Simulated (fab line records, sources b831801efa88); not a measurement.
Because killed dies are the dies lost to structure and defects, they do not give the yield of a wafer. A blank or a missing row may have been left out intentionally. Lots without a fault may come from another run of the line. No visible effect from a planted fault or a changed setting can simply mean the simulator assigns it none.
Which tool did it? || flow sky130 || 6 lots, 18 wafers sampled, at 3 steps of a route of 708

WHAT THE GAUGES READ, wafer by wafer
SKY_LOCAL_INTERCONNECT_RS_MEAS_01: the measuring method here is four-point-probe.
{"lot": "L566", "measured": "day 30 06:14", "on": "film_metro-02", "LOCAL_INTERCONNECT_TIN_RS (ohm/sq)": "14.30 14.42 14.33"}
{"lot": "L577", "measured": "day 34 04:28", "on": "film_metro-01", "LOCAL_INTERCONNECT_TIN_RS (ohm/sq)": "14.34 14.36 14.36"}
{"lot": "L579", "measured": "day 34 13:41", "on": "film_metro-01", "LOCAL_INTERCONNECT_TIN_RS (ohm/sq)": "14.11 14.00 14.29"}
{"lot": "L581", "measured": "day 35 00:59", "on": "film_metro-01", "LOCAL_INTERCONNECT_TIN_RS (ohm/sq)": "14.17 14.11 13.94"}
{"lot": "L583", "measured": "day 35 18:51", "on": "film_metro-02", "LOCAL_INTERCONNECT_TIN_RS (ohm/sq)": "14.25 14.37 14.19"}
{"lot": "L585", "measured": "day 36 17:44", "on": "film_metro-01", "LOCAL_INTERCONNECT_TIN_RS (ohm/sq)": "14.20 14.20 14.02"}

WHICH TOOL RAN EACH LOT (tool, then ch and the chambers of the sampled wafers, then the start)
{"lot": "L566", "SKY_LI_CONTACT_EXPOSE_09": "krf_scanner-02 ch 0, day 29 14:48", "SKY_LI_CONTACT_ETCH_15": "rie_diel-03 ch 0,2,3, day 30 05:02"}
{"lot": "L577", "SKY_LI_CONTACT_EXPOSE_09": "krf_scanner-02 ch 0, day 33 13:54", "SKY_LI_CONTACT_ETCH_15": "rie_diel-03 ch 0,1,3, day 34 03:17"}
{"lot": "L579", "SKY_LI_CONTACT_EXPOSE_09": "krf_scanner-01 ch 0, day 33 23:00", "SKY_LI_CONTACT_ETCH_15": "rie_diel-01 ch 1,2, day 34 12:27"}
{"lot": "L581", "SKY_LI_CONTACT_EXPOSE_09": "krf_scanner-01 ch 0, day 34 10:39", "SKY_LI_CONTACT_ETCH_15": "rie_diel-02 ch 1,2, day 34 23:48"}
{"lot": "L583", "SKY_LI_CONTACT_EXPOSE_09": "krf_scanner-01 ch 0, day 35 04:26", "SKY_LI_CONTACT_ETCH_15": "rie_diel-01 ch 0,2, day 35 17:38"}
{"lot": "L585", "SKY_LI_CONTACT_EXPOSE_09": "krf_scanner-01 ch 0, day 36 02:25", "SKY_LI_CONTACT_ETCH_15": "rie_diel-01 ch 1,2, day 36 16:32"}
- SKY_LI_CONTACT_EXPOSE_09: exposes mask LICM1, target cd 170 nm.
- SKY_LI_CONTACT_ETCH_15: etches PSG in C4F8/O2/Ar, stops on Si, target depth 600 nm.

THE ANSWER, worked out from the rows above alone
Rule: usual is defined by the lots themselves. The widest of any qualifying gaps counts: lots, ordered by their means at a reading, are off when they make up no more than a third of the lots, leave a main group of 4 or more, and stand apart from it by 3 or more times the standard deviation of that group's means. A main group is skipped when, at the precision printed for the reading in the tables above, its means are all equal. A lot without any number at a reading at which 4 lots or more have one is off too. Where the step has rows for the other lots, those lots are counted as sound.
Nothing can be told from this: no lot is off at any reading shown.

WHAT THE SIMULATOR HAD INSERTED
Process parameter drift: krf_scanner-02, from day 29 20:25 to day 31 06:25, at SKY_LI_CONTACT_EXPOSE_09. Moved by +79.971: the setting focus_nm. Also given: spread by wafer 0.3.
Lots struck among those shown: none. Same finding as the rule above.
